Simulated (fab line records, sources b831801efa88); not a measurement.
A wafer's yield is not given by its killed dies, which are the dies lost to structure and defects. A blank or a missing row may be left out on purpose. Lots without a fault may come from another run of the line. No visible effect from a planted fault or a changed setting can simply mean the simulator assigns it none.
fab line records / flow gf180mcu
record: lots: 14 wafers: 41 last-day: 34
route steps=602 shown CONTACT@291 V1@349
lots with no fault: from the same line, run without faults
start-h: hours from the record's opening day to when the first of the lot's shown wafers began / wait-h: hours since the lot's step before / " unchanged from the row above / L1.1+2: a row that stands for several wafers / - value missing, or start not given / * or withheld: withheld / < > ~ a bound
route shown NAME@n: NAME is a module with steps in the file, n the number in the route of the first one / usual: mean/standard deviation of fault-free wafers / same: alike in all rows / chamber/n: place in a boat / sites: readings site by site / _std_site: standard deviation across them / _edge_site: mean of outer sites minus mean of inner sites / radius-mm: for every site, how far away it sits from the centre of the wafer / mask NAME#n: copy n / behind: the most recent tool/chamber to have shaped the wafer / hold: why the lot went on hold/how many hours it stayed there/how the hold came to an end / device: transistor that didn't switch, given as n, p or np / end of line: tests run on the same wafers once the route is complete / a step without rows: its recipe alone / killed: dies that structure and defects cost at the first sort, which is not the same as the wafer's yield / map: a wafer's dies, marking killed ones x, the rest . and places with no die _
set.NAME: the setting that was run; set.NAME@STEP: the one run at that earlier step / model.NAME: the simulator's own value behind a step, which no gauge read
one table for each step of the route and one row for each wafer, over a sample of lots
services: when a tool's chamber went out of use (start-h, in hours from the record's first day, below 0 if earlier), for how many hours, and the reason
== steps ==
step: GF_CONTACT_CMP_04
recipe: material: SiO2 down-force-psi: 4 platen-rpm: 60 pad-velocity-m-s: 0.94248
usual: motor-current-A: 11.5/0.88 retaining-ring-pressure-frac: 1.000/0.0056 time-to-endpoint-s: 109/5.7
lot.wafer=L530.3 tool=cmp-01 chamber=2 start-h=354.59 wait-h=0.0 motor-current-A=10.8 retaining-ring-pressure-frac=1.009 time-to-endpoint-s=111
lot.wafer=L530.1 tool=cmp-01 chamber=1 start-h=354.59 wait-h=0.0 motor-current-A=11.5 retaining-ring-pressure-frac=0.990 time-to-endpoint-s=113
lot.wafer=L530.6 tool=cmp-01 chamber=2 start-h=354.59 wait-h=0.0 motor-current-A=10.6 retaining-ring-pressure-frac=1.005 time-to-endpoint-s=118
lot.wafer=L532.4 tool=cmp-01 chamber=2 start-h=361.40 wait-h=0.0 motor-current-A=10.5 retaining-ring-pressure-frac=0.999 time-to-endpoint-s=116
lot.wafer=L532.1 tool=cmp-01 chamber=0 start-h=361.40 wait-h=0.0 motor-current-A=11.5 retaining-ring-pressure-frac=1.007 time-to-endpoint-s=110
lot.wafer=L532.3 tool=cmp-01 chamber=1 start-h=361.40 wait-h=0.0 motor-current-A=11.8 retaining-ring-pressure-frac=0.989 time-to-endpoint-s=114
lot.wafer=L533.1 tool=cmp-02 chamber=2 start-h=370.15 wait-h=0.1 motor-current-A=10.9 retaining-ring-pressure-frac=0.997 time-to-endpoint-s=109
lot.wafer=L533.6 tool=cmp-02 chamber=0 start-h=370.15 wait-h=0.1 motor-current-A=11.8 retaining-ring-pressure-frac=0.985 time-to-endpoint-s=113
lot.wafer=L533.5 tool=cmp-02 chamber=1 start-h=370.15 wait-h=0.1 motor-current-A=12.6 retaining-ring-pressure-frac=0.999 time-to-endpoint-s=114
lot.wafer=L534.4 tool=cmp-01 chamber=3 start-h=370.70 wait-h=0.0 motor-current-A=10.0 retaining-ring-pressure-frac=0.998 time-to-endpoint-s=115
lot.wafer=L534.1 tool=cmp-01 chamber=0 start-h=370.70 wait-h=0.0 motor-current-A=12.4 retaining-ring-pressure-frac=1.007 time-to-endpoint-s=100
lot.wafer=L534.2 tool=cmp-01 chamber=2 start-h=370.70 wait-h=0.0 motor-current-A=10.8 retaining-ring-pressure-frac=1.000 time-to-endpoint-s=110
lot.wafer=L535.4 tool=cmp-02 chamber=2 start-h=382.67 wait-h=0.0 motor-current-A=10.5 retaining-ring-pressure-frac=1.009 time-to-endpoint-s=115
lot.wafer=L535.2 tool=cmp-02 chamber=3 start-h=382.67 wait-h=0.0 motor-current-A=12.1 retaining-ring-pressure-frac=0.998 time-to-endpoint-s=109
lot.wafer=L535.5 tool=cmp-02 chamber=3 start-h=382.67 wait-h=0.0 motor-current-A=12.1 retaining-ring-pressure-frac=1.000 time-to-endpoint-s=112
lot.wafer=L538.4 tool=cmp-02 chamber=3 start-h=406.24 wait-h=0.4 motor-current-A=11.8 retaining-ring-pressure-frac=0.999 time-to-endpoint-s=62
lot.wafer=L538.3 tool=cmp-02 chamber=0 start-h=406.24 wait-h=0.4 motor-current-A=11.4 retaining-ring-pressure-frac=0.996 time-to-endpoint-s=108
lot.wafer=L538.6 tool=cmp-02 chamber=1 start-h=406.24 wait-h=0.4 motor-current-A=11.9 retaining-ring-pressure-frac=1.006 time-to-endpoint-s=117
lot.wafer=L539.2 tool=cmp-02 chamber=1 start-h=414.50 wait-h=0.1 motor-current-A=12.0 retaining-ring-pressure-frac=0.992 time-to-endpoint-s=111
lot.wafer=L539.4 tool=cmp-02 chamber=2 start-h=414.50 wait-h=0.1 motor-current-A=10.7 retaining-ring-pressure-frac=0.996 time-to-endpoint-s=63
lot.wafer=L539.6 tool=cmp-02 chamber=1 start-h=414.50 wait-h=0.1 motor-current-A=12.1 retaining-ring-pressure-frac=1.000 time-to-endpoint-s=116
lot.wafer=L541.4 tool=cmp-02 chamber=0 start-h=431.62 wait-h=0.0 motor-current-A=11.1 retaining-ring-pressure-frac=0.997 time-to-endpoint-s=109
lot.wafer=L541.3 tool=cmp-02 chamber=2 start-h=431.62 wait-h=0.0 motor-current-A=10.6 retaining-ring-pressure-frac=1.001 time-to-endpoint-s=106
lot.wafer=L547.3 tool=cmp-02 chamber=2 start-h=504.44 wait-h=0.1 motor-current-A=10.6 retaining-ring-pressure-frac=1.003 time-to-endpoint-s=112
lot.wafer=L547.6 tool=cmp-02 chamber=0 start-h=504.44 wait-h=0.1 motor-current-A=11.9 retaining-ring-pressure-frac=1.000 time-to-endpoint-s=111
lot.wafer=L547.5 tool=cmp-02 chamber=1 start-h=504.44 wait-h=0.1 motor-current-A=12.9 retaining-ring-pressure-frac=1.002 time-to-endpoint-s=119
lot.wafer=L548.2 tool=cmp-02 chamber=3 start-h=515.27 wait-h=0.1 motor-current-A=11.7 retaining-ring-pressure-frac=0.996 time-to-endpoint-s=96
lot.wafer=L548.1 tool=cmp-02 chamber=0 start-h=515.27 wait-h=0.1 motor-current-A=11.7 retaining-ring-pressure-frac=0.999 time-to-endpoint-s=103
lot.wafer=L548.6 tool=cmp-02 chamber=1 start-h=515.27 wait-h=0.1 motor-current-A=11.8 retaining-ring-pressure-frac=0.986 time-to-endpoint-s=106
lot.wafer=L549.2 tool=cmp-02 chamber=3 start-h=515.50 wait-h=0.0 motor-current-A=11.9 retaining-ring-pressure-frac=0.993 time-to-endpoint-s=100
lot.wafer=L549.1 tool=cmp-02 chamber=0 start-h=515.50 wait-h=0.0 motor-current-A=11.4 retaining-ring-pressure-frac=0.998 time-to-endpoint-s=106
lot.wafer=L549.4 tool=cmp-02 chamber=2 start-h=515.50 wait-h=0.0 motor-current-A=10.7 retaining-ring-pressure-frac=0.999 time-to-endpoint-s=111
lot.wafer=L551.4 tool=cmp-01 chamber=0 start-h=528.08 wait-h=0.1 motor-current-A=13.3 retaining-ring-pressure-frac=1.005 time-to-endpoint-s=105
lot.wafer=L551.2 tool=cmp-01 chamber=1 start-h=528.08 wait-h=0.1 motor-current-A=11.0 retaining-ring-pressure-frac=0.996 time-to-endpoint-s=110
lot.wafer=L551.5 tool=cmp-01 chamber=3 start-h=528.08 wait-h=0.1 motor-current-A=10.3 retaining-ring-pressure-frac=1.015 time-to-endpoint-s=113
lot.wafer=L552.1 tool=cmp-02 chamber=3 start-h=541.89 wait-h=0.1 motor-current-A=12.3 retaining-ring-pressure-frac=1.010 time-to-endpoint-s=96
lot.wafer=L552.2 tool=cmp-02 chamber=2 start-h=541.89 wait-h=0.1 motor-current-A=10.6 retaining-ring-pressure-frac=1.002 time-to-endpoint-s=100
lot.wafer=L552.6 tool=cmp-02 chamber=0 start-h=541.89 wait-h=0.1 motor-current-A=11.5 retaining-ring-pressure-frac=1.006 time-to-endpoint-s=104
lot.wafer=L553.4 tool=cmp-02 chamber=3 start-h=547.85 wait-h=0.0 motor-current-A=11.7 retaining-ring-pressure-frac=0.991 time-to-endpoint-s=99
lot.wafer=L553.1 tool=cmp-02 chamber=1 start-h=547.85 wait-h=0.0 motor-current-A=12.3 retaining-ring-pressure-frac=1.002 time-to-endpoint-s=98
lot.wafer=L553.2 tool=cmp-02 chamber=2 start-h=547.85 wait-h=0.0 motor-current-A=10.3 retaining-ring-pressure-frac=1.003 time-to-endpoint-s=100
step: GF_CONTACT_CVD_24
recipe: material: W target-thk-nm: 300 time-s: 90.339 temp-c: 400 pressure-torr: 40
usual: heater-power-w: 865/41
same: time-s: 90.339
lot.wafer=L530.1 tool=cvd-w-02 chamber=0 start-h=377.04 wait-h=0.0 heater-power-w=899 since-wet-clean-h=987
lot.wafer=L530.3 tool=cvd-w-02 chamber=1 start-h=377.04 wait-h=0.0 heater-power-w=875 since-wet-clean-h=-
lot.wafer=L530.6 tool=cvd-w-02 chamber=1 start-h=377.04 wait-h=0.0 heater-power-w=877 since-wet-clean-h=-
lot.wafer=L532.1 tool=cvd-w-02 chamber=1 start-h=384.72 wait-h=0.0 heater-power-w=897 since-wet-clean-h=995
lot.wafer=L532.3 tool=cvd-w-02 chamber=1 start-h=384.72 wait-h=0.0 heater-power-w=887 since-wet-clean-h=-
lot.wafer=L532.4 tool=cvd-w-02 chamber=0 start-h=384.72 wait-h=0.0 heater-power-w=878 since-wet-clean-h=-
lot.wafer=L533.1 tool=cvd-w-01 chamber=1 start-h=393.19 wait-h=0.0 heater-power-w=908 since-wet-clean-h=489
lot.wafer=L533.5 tool=cvd-w-01 chamber=0 start-h=393.19 wait-h=0.0 heater-power-w=822 since-wet-clean-h=-
lot.wafer=L533.6 tool=cvd-w-01 chamber=1 start-h=393.19 wait-h=0.0 heater-power-w=909 since-wet-clean-h=-
lot.wafer=L534.1 tool=cvd-w-01 chamber=0 start-h=394.76 wait-h=0.0 heater-power-w=825 since-wet-clean-h=491
lot.wafer=L534.2 tool=cvd-w-01 chamber=1 start-h=394.76 wait-h=0.0 heater-power-w=928 since-wet-clean-h=491
lot.wafer=L534.4 tool=cvd-w-01 chamber=0 start-h=394.76 wait-h=0.0 heater-power-w=816 since-wet-clean-h=-
lot.wafer=L535.2 tool=cvd-w-01 chamber=0 start-h=406.45 wait-h=0.0 heater-power-w=808 since-wet-clean-h=502
lot.wafer=L535.4 tool=cvd-w-01 chamber=0 start-h=406.45 wait-h=0.0 heater-power-w=803 since-wet-clean-h=-
lot.wafer=L535.5 tool=cvd-w-01 chamber=1 start-h=406.45 wait-h=0.0 heater-power-w=909 since-wet-clean-h=-
lot.wafer=L538.3 tool=cvd-w-01 chamber=0 start-h=430.44 wait-h=0.1 heater-power-w=813 since-wet-clean-h=-
lot.wafer=L538.4 tool=cvd-w-01 chamber=1 start-h=430.44 wait-h=0.1 heater-power-w=903 since-wet-clean-h=-
lot.wafer=L538.6 tool=cvd-w-01 chamber=1 start-h=430.44 wait-h=0.1 heater-power-w=924 since-wet-clean-h=-
lot.wafer=L539.2 tool=cvd-w-01 chamber=0 start-h=439.07 wait-h=0.0 heater-power-w=809 since-wet-clean-h=535
lot.wafer=L539.4 tool=cvd-w-01 chamber=0 start-h=439.07 wait-h=0.0 heater-power-w=805 since-wet-clean-h=-
lot.wafer=L539.6 tool=cvd-w-01 chamber=1 start-h=439.07 wait-h=0.0 heater-power-w=931 since-wet-clean-h=-
lot.wafer=L541.3 tool=cvd-w-01 chamber=0 start-h=456.56 wait-h=0.1 heater-power-w=813 since-wet-clean-h=-
lot.wafer=L541.4 tool=cvd-w-01 chamber=1 start-h=456.56 wait-h=0.1 heater-power-w=916 since-wet-clean-h=-
lot.wafer=L547.3 tool=cvd-w-02 chamber=0 start-h=528.40 wait-h=0.1 heater-power-w=865 since-wet-clean-h=-
lot.wafer=L547.5 tool=cvd-w-02 chamber=1 start-h=528.40 wait-h=0.1 heater-power-w=857 since-wet-clean-h=-
lot.wafer=L547.6 tool=cvd-w-02 chamber=0 start-h=528.40 wait-h=0.1 heater-power-w=839 since-wet-clean-h=-
lot.wafer=L548.1 tool=cvd-w-01 chamber=1 start-h=538.87 wait-h=0.0 heater-power-w=902 since-wet-clean-h=635
lot.wafer=L548.2 tool=cvd-w-01 chamber=0 start-h=538.87 wait-h=0.0 heater-power-w=810 since-wet-clean-h=635
lot.wafer=L548.6 tool=cvd-w-01 chamber=1 start-h=538.87 wait-h=0.0 heater-power-w=916 since-wet-clean-h=-
lot.wafer=L549.1 tool=cvd-w-02 chamber=0 start-h=539.21 wait-h=0.0 heater-power-w=842 since-wet-clean-h=135
lot.wafer=L549.2 tool=cvd-w-02 chamber=1 start-h=539.21 wait-h=0.0 heater-power-w=872 since-wet-clean-h=135
lot.wafer=L549.4 tool=cvd-w-02 chamber=0 start-h=539.21 wait-h=0.0 heater-power-w=848 since-wet-clean-h=-
lot.wafer=L551.2 tool=cvd-w-01 chamber=1 start-h=551.40 wait-h=0.0 heater-power-w=917 since-wet-clean-h=647
lot.wafer=L551.4 tool=cvd-w-01 chamber=1 start-h=551.40 wait-h=0.0 heater-power-w=917 since-wet-clean-h=-
lot.wafer=L551.5 tool=cvd-w-01 chamber=0 start-h=551.40 wait-h=0.0 heater-power-w=818 since-wet-clean-h=-
lot.wafer=L552.1 tool=cvd-w-01 chamber=1 start-h=564.81 wait-h=0.0 heater-power-w=912 since-wet-clean-h=661
lot.wafer=L552.2 tool=cvd-w-01 chamber=0 start-h=564.81 wait-h=0.0 heater-power-w=836 since-wet-clean-h=661
lot.wafer=L552.6 tool=cvd-w-01 chamber=0 start-h=564.81 wait-h=0.0 heater-power-w=838 since-wet-clean-h=-
lot.wafer=L553.1 tool=cvd-w-01 chamber=1 start-h=570.61 wait-h=0.0 heater-power-w=914 since-wet-clean-h=667
lot.wafer=L553.2 tool=cvd-w-01 chamber=0 start-h=570.61 wait-h=0.0 heater-power-w=830 since-wet-clean-h=667
lot.wafer=L553.4 tool=cvd-w-01 chamber=1 start-h=570.61 wait-h=0.0 heater-power-w=903 since-wet-clean-h=-
step: GF_CONTACT_THK_MEAS_26
recipe: thk-meas-gauge: xrf reads: W_of_CONTACT_CVD_24
usual: CONTACT_W_THK: 296/3.7
lot.wafer=L530.1 tool=film-metro-02 chamber=- start-h=377.26 wait-h=0.1 CONTACT_W_THK[nm]=302
lot.wafer=L530.3 tool=film-metro-02 chamber=- start-h=377.26 wait-h=0.1 CONTACT_W_THK[nm]=302
lot.wafer=L530.6 tool=film-metro-02 chamber=- start-h=377.26 wait-h=0.1 CONTACT_W_THK[nm]=301
lot.wafer=L532.1 tool=film-metro-03 chamber=- start-h=384.94 wait-h=0.1 CONTACT_W_THK[nm]=302
lot.wafer=L532.3 tool=film-metro-03 chamber=- start-h=384.94 wait-h=0.1 CONTACT_W_THK[nm]=303
lot.wafer=L532.4 tool=film-metro-03 chamber=- start-h=384.94 wait-h=0.1 CONTACT_W_THK[nm]=301
lot.wafer=L533.1 tool=film-metro-01 chamber=- start-h=393.41 wait-h=0.1 CONTACT_W_THK[nm]=296
lot.wafer=L533.5 tool=film-metro-01 chamber=- start-h=393.41 wait-h=0.1 CONTACT_W_THK[nm]=293
lot.wafer=L533.6 tool=film-metro-01 chamber=- start-h=393.41 wait-h=0.1 CONTACT_W_THK[nm]=296
lot.wafer=L534.1 tool=film-metro-03 chamber=- start-h=394.98 wait-h=0.1 CONTACT_W_THK[nm]=296
lot.wafer=L534.2 tool=film-metro-03 chamber=- start-h=394.98 wait-h=0.1 CONTACT_W_THK[nm]=298
lot.wafer=L534.4 tool=film-metro-03 chamber=- start-h=394.98 wait-h=0.1 CONTACT_W_THK[nm]=299
lot.wafer=L535.2 tool=film-metro-02 chamber=- start-h=406.68 wait-h=0.1 CONTACT_W_THK[nm]=294
lot.wafer=L535.4 tool=film-metro-02 chamber=- start-h=406.68 wait-h=0.1 CONTACT_W_THK[nm]=291
lot.wafer=L535.5 tool=film-metro-02 chamber=- start-h=406.68 wait-h=0.1 CONTACT_W_THK[nm]=300
lot.wafer=L538.3 tool=film-metro-03 chamber=- start-h=430.65 wait-h=0.1 CONTACT_W_THK[nm]=294
lot.wafer=L538.4 tool=film-metro-03 chamber=- start-h=430.65 wait-h=0.1 CONTACT_W_THK[nm]=296
lot.wafer=L538.6 tool=film-metro-03 chamber=- start-h=430.65 wait-h=0.1 CONTACT_W_THK[nm]=295
lot.wafer=L539.2 tool=film-metro-01 chamber=- start-h=439.30 wait-h=0.1 CONTACT_W_THK[nm]=294
lot.wafer=L539.4 tool=film-metro-01 chamber=- start-h=439.30 wait-h=0.1 CONTACT_W_THK[nm]=293
lot.wafer=L539.6 tool=film-metro-01 chamber=- start-h=439.30 wait-h=0.1 CONTACT_W_THK[nm]=297
lot.wafer=L541.3 tool=film-metro-01 chamber=- start-h=456.77 wait-h=0.1 CONTACT_W_THK[nm]=296
lot.wafer=L541.4 tool=film-metro-01 chamber=- start-h=456.77 wait-h=0.1 CONTACT_W_THK[nm]=295
lot.wafer=L547.3 tool=film-metro-01 chamber=- start-h=528.60 wait-h=0.1 CONTACT_W_THK[nm]=292
lot.wafer=L547.5 tool=film-metro-01 chamber=- start-h=528.60 wait-h=0.1 CONTACT_W_THK[nm]=300
lot.wafer=L547.6 tool=film-metro-01 chamber=- start-h=528.60 wait-h=0.1 CONTACT_W_THK[nm]=291
lot.wafer=L548.1 tool=film-metro-02 chamber=- start-h=539.09 wait-h=0.1 CONTACT_W_THK[nm]=294
lot.wafer=L548.2 tool=film-metro-02 chamber=- start-h=539.09 wait-h=0.1 CONTACT_W_THK[nm]=290
lot.wafer=L548.6 tool=film-metro-02 chamber=- start-h=539.09 wait-h=0.1 CONTACT_W_THK[nm]=291
lot.wafer=L549.1 tool=film-metro-01 chamber=- start-h=539.43 wait-h=0.1 CONTACT_W_THK[nm]=297
lot.wafer=L549.2 tool=film-metro-01 chamber=- start-h=539.43 wait-h=0.1 CONTACT_W_THK[nm]=292
lot.wafer=L549.4 tool=film-metro-01 chamber=- start-h=539.43 wait-h=0.1 CONTACT_W_THK[nm]=294
lot.wafer=L551.2 tool=film-metro-03 chamber=- start-h=551.63 wait-h=0.1 CONTACT_W_THK[nm]=302
lot.wafer=L551.4 tool=film-metro-03 chamber=- start-h=551.63 wait-h=0.1 CONTACT_W_THK[nm]=300
lot.wafer=L551.5 tool=film-metro-03 chamber=- start-h=551.63 wait-h=0.1 CONTACT_W_THK[nm]=298
lot.wafer=L552.1 tool=film-metro-01 chamber=- start-h=565.03 wait-h=0.1 CONTACT_W_THK[nm]=297
lot.wafer=L552.2 tool=film-metro-01 chamber=- start-h=565.03 wait-h=0.1 CONTACT_W_THK[nm]=300
lot.wafer=L552.6 tool=film-metro-01 chamber=- start-h=565.03 wait-h=0.1 CONTACT_W_THK[nm]=293
lot.wafer=L553.1 tool=film-metro-02 chamber=- start-h=570.83 wait-h=0.1 CONTACT_W_THK[nm]=299
lot.wafer=L553.2 tool=film-metro-02 chamber=- start-h=570.83 wait-h=0.1 CONTACT_W_THK[nm]=293
lot.wafer=L553.4 tool=film-metro-02 chamber=- start-h=570.83 wait-h=0.1 CONTACT_W_THK[nm]=292
step: GF_V1_CD_MEAS_14
recipe: target-cd-nm: 260
usual: cd-nm: 259.7/1.3
lot.wafer=L530.1 tool=cd-sem-01 chamber=- start-h=424.38 wait-h=0.1 cd-nm=258.8
lot.wafer=L530.3 tool=cd-sem-01 chamber=- start-h=424.38 wait-h=0.1 cd-nm=259.0
lot.wafer=L530.6 tool=cd-sem-01 chamber=- start-h=424.38 wait-h=0.1 cd-nm=257.4
lot.wafer=L532.1 tool=cd-sem-02 chamber=- start-h=432.48 wait-h=0.1 cd-nm=260.3
lot.wafer=L532.3 tool=cd-sem-02 chamber=- start-h=432.48 wait-h=0.1 cd-nm=259.9
lot.wafer=L532.4 tool=cd-sem-02 chamber=- start-h=432.48 wait-h=0.1 cd-nm=259.4
lot.wafer=L533.1 tool=cd-sem-02 chamber=- start-h=440.68 wait-h=0.1 cd-nm=260.8
lot.wafer=L533.5 tool=cd-sem-02 chamber=- start-h=440.68 wait-h=0.1 cd-nm=258.6
lot.wafer=L533.6 tool=cd-sem-02 chamber=- start-h=440.68 wait-h=0.1 cd-nm=258.4
lot.wafer=L534.1 tool=cd-sem-02 chamber=- start-h=443.58 wait-h=0.1 cd-nm=259.3
lot.wafer=L534.2 tool=cd-sem-02 chamber=- start-h=443.58 wait-h=0.1 cd-nm=259.0
lot.wafer=L534.4 tool=cd-sem-02 chamber=- start-h=443.58 wait-h=0.1 cd-nm=258.1
lot.wafer=L535.2 tool=cd-sem-02 chamber=- start-h=455.30 wait-h=0.1 cd-nm=260.2
lot.wafer=L535.4 tool=cd-sem-02 chamber=- start-h=455.30 wait-h=0.1 cd-nm=259.8
lot.wafer=L535.5 tool=cd-sem-02 chamber=- start-h=455.30 wait-h=0.1 cd-nm=259.0
lot.wafer=L538.3 tool=cd-sem-02 chamber=- start-h=480.87 wait-h=0.1 cd-nm=259.8
lot.wafer=L538.4 tool=cd-sem-02 chamber=- start-h=480.87 wait-h=0.1 cd-nm=260.6
lot.wafer=L538.6 tool=cd-sem-02 chamber=- start-h=480.87 wait-h=0.1 cd-nm=260.8
lot.wafer=L539.2 tool=cd-sem-02 chamber=- start-h=488.87 wait-h=0.1 cd-nm=260.7
lot.wafer=L539.4 tool=cd-sem-02 chamber=- start-h=488.87 wait-h=0.1 cd-nm=261.8
lot.wafer=L539.6 tool=cd-sem-02 chamber=- start-h=488.87 wait-h=0.1 cd-nm=261.4
lot.wafer=L541.3 tool=cd-sem-02 chamber=- start-h=506.47 wait-h=0.1 cd-nm=261.0
lot.wafer=L541.4 tool=cd-sem-02 chamber=- start-h=506.47 wait-h=0.1 cd-nm=259.4
lot.wafer=L547.3 tool=cd-sem-02 chamber=- start-h=575.37 wait-h=0.1 cd-nm=261.4
lot.wafer=L547.5 tool=cd-sem-02 chamber=- start-h=575.37 wait-h=0.1 cd-nm=262.1
lot.wafer=L547.6 tool=cd-sem-02 chamber=- start-h=575.37 wait-h=0.1 cd-nm=262.3
lot.wafer=L548.1 tool=cd-sem-02 chamber=- start-h=585.05 wait-h=0.1 cd-nm=259.7
lot.wafer=L548.2 tool=cd-sem-02 chamber=- start-h=585.05 wait-h=0.1 cd-nm=259.9
lot.wafer=L548.6 tool=cd-sem-02 chamber=- start-h=585.05 wait-h=0.1 cd-nm=260.4
lot.wafer=L549.1 tool=cd-sem-01 chamber=- start-h=585.40 wait-h=0.1 cd-nm=259.8
lot.wafer=L549.2 tool=cd-sem-01 chamber=- start-h=585.40 wait-h=0.1 cd-nm=257.9
lot.wafer=L549.4 tool=cd-sem-01 chamber=- start-h=585.40 wait-h=0.1 cd-nm=258.4
lot.wafer=L551.2 tool=cd-sem-02 chamber=- start-h=596.47 wait-h=0.1 cd-nm=257.9
lot.wafer=L551.4 tool=cd-sem-02 chamber=- start-h=596.47 wait-h=0.1 cd-nm=258.5
lot.wafer=L551.5 tool=cd-sem-02 chamber=- start-h=596.47 wait-h=0.1 cd-nm=260.2
lot.wafer=L552.1 tool=cd-sem-01 chamber=- start-h=608.98 wait-h=0.1 cd-nm=257.8
lot.wafer=L552.2 tool=cd-sem-01 chamber=- start-h=608.98 wait-h=0.1 cd-nm=259.3
lot.wafer=L552.6 tool=cd-sem-01 chamber=- start-h=608.98 wait-h=0.1 cd-nm=259.8
lot.wafer=L553.1 tool=cd-sem-01 chamber=- start-h=615.85 wait-h=0.1 cd-nm=259.6
lot.wafer=L553.2 tool=cd-sem-01 chamber=- start-h=615.85 wait-h=0.1 cd-nm=260.1
lot.wafer=L553.4 tool=cd-sem-01 chamber=- start-h=615.85 wait-h=0.1 cd-nm=259.8
== services ==
tool=cmp-01 chamber=- start-h=338.42 hours=0.8 kind=repair
tool=cvd-w-01 chamber=- start-h=344.84 hours=1.6 kind=repair
tool=cvd-w-01 chamber=1 start-h=375.52 hours=7.4 kind=repair
tool=cmp-01 chamber=- start-h=380.08 hours=0.6 kind=repair
tool=cvd-w-02 chamber=- start-h=390.00 hours=14.0 kind=pm
tool=cvd-w-02 chamber=0 start-h=390.00 hours=14.0 kind=vent-cycle
tool=cvd-w-02 chamber=1 start-h=390.00 hours=14.0 kind=vent-cycle
tool=cmp-02 chamber=- start-h=391.84 hours=0.5 kind=repair
tool=cmp-01 chamber=- start-h=402.31 hours=0.4 kind=repair
tool=cvd-w-02 chamber=0 start-h=404.00 hours=- kind=clean
tool=cvd-w-02 chamber=1 start-h=404.00 hours=- kind=clean
tool=cmp-01 chamber=- start-h=404.17 hours=4.0 kind=pm
tool=cmp-01 chamber=- start-h=408.17 hours=- kind=consumable-replace:conditioner
tool=cmp-01 chamber=- start-h=408.17 hours=- kind=consumable-replace:pad
tool=cvd-w-01 chamber=0 start-h=414.27 hours=2.4 kind=repair
tool=cmp-01 chamber=- start-h=435.26 hours=2.1 kind=repair
tool=cmp-01 chamber=- start-h=466.13 hours=4.2 kind=pm
tool=cvd-w-01 chamber=1 start-h=473.18 hours=7.3 kind=repair
tool=cmp-01 chamber=- start-h=481.55 hours=3.5 kind=pm
tool=cmp-01 chamber=- start-h=497.84 hours=1.7 kind=repair
tool=cmp-02 chamber=- start-h=532.18 hours=1.6 kind=repair
tool=cmp-01 chamber=- start-h=550.66 hours=3.8 kind=repair
tool=cmp-02 chamber=- start-h=556.84 hours=0.8 kind=repair
tool=cmp-02 chamber=- start-h=558.09 hours=3.1 kind=repair
== key ==
first-sign: step: GF_CONTACT_CMP_04 reading: time-to-endpoint-s direction: down sigmas: 8.2 usual: * struck: *
effect none on later readings
met-at GF_CONTACT_CMP_04
struck-lots L538,L539
struck-wafers L538.4,L539.4
tester-left-out L538,L539
not-acting-at GF_CONTACT_CVD_24,GF_CONTACT_THK_MEAS_26,GF_V1_CD_MEAS_14
onset-between 382.67 406.24
fault: kind: process-parameter-drift tool: cmp-02 chamber: - onset-h: 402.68 steps: GF_CONTACT_CMP_04 channel: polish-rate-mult offset: 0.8 shape: step end-h: 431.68 scope: struck-wafers-only
tester-left-out: of these lots the tester's yield and bins aren't shown, on N5 and GAA mostly nor the transistor test; their killed dies are dies lost to structure and defects alone, not to doping, threshold or leakage, so they don't give the yield
